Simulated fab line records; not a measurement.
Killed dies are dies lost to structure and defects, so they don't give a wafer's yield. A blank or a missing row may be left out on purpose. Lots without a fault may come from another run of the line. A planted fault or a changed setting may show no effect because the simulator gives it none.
Code-filled problem report in 8D (eight disciplines) form ; flow gf180mcu ; the parts of the form that need people (team, actions taken, sign-off) are left out

1. THE ISSUE
At GF_V4_CMP_04, time_to_endpoint_s averages 21 s over 6 wafers from 2 lots, while fault-free wafers read 83 s, standard deviation 4.9. That is -13 standard deviations from the usual mean.
The step: polishes SiO2.
First seen on wafer L784.4, day 27 01:11, on cmp-02. The record holds 42 wafers of 14 lots with a number at this step. By rule, "out" or "out of limits" means more than 4 standard deviations away from the usual mean. Any other wafer with a number is counted as sound.

2. WHAT IT IS AND WHAT IT IS NOT
question;is;is not
which readings at this step;time_to_endpoint_s;motor_current_A
which lots;L784, L785;L775, L776, L780, L781, L782, L783, L786, L794, L795, L796, L797, L798
which wafers of those lots;all that have a number;-
read on which tools;cmp-02;cmp-01
when;from day 27 01:11;"up to then (18 sound wafers); but 18 sound wafers of L786, L794, L795, L796, L797, L798 came after"

3. SUSPECTS, AND WHAT RULES EACH OUT
Counting: a tool at any process step up to the reading remains a suspect when it ran all the lots that are out and ran no sound lot after the first of those.
- cmp-02 at GF_V4_CMP_04 (polishes SiO2): ruled out as a lasting fault. Following L784 (day 27 01:11), the first lot on it that is out, the sound lots L794, L797 were run on it.
Left after counting: nothing in the record.

4. THE CAUSE (what the simulator had put in)
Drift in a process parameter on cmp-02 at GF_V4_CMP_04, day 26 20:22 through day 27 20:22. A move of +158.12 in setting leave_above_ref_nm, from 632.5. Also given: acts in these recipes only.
Counting ruled it out, wrongly.

5. SEQUENCE OF EFFECTS, ordered by route
One row per reading whose mean, taken over the struck wafers that have a number, lies over 3 standard deviations from the usual. Readings are gone through only where the record gives a usual standard deviation; hours: the median, over the lots, of the time from a lot's start at the first step in this table giving one to that lot's start at this step; sigmas: the change measured in usual standard deviations.
hours;step;reading;usual;on struck wafers;change;sigmas
0;GF_V4_CMP_04;time_to_endpoint_s;83 s;21;-62;-13
-;GF_V4_ETCH_17;oes_product_au;0.856 a.u.;0.972;+0.116;+24
It contains these process steps:
- GF_V4_CMP_04: polishes SiO2.
- GF_V4_ETCH_17: etches SiO2 in C4F8/O2/Ar, stops on TiN, target depth 630 nm.

6. WHAT WOULD HAVE CAUGHT IT SOONER
First out-of-limits reading in this record: day 27 01:11, which is 5 hours after fault onset at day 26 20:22.
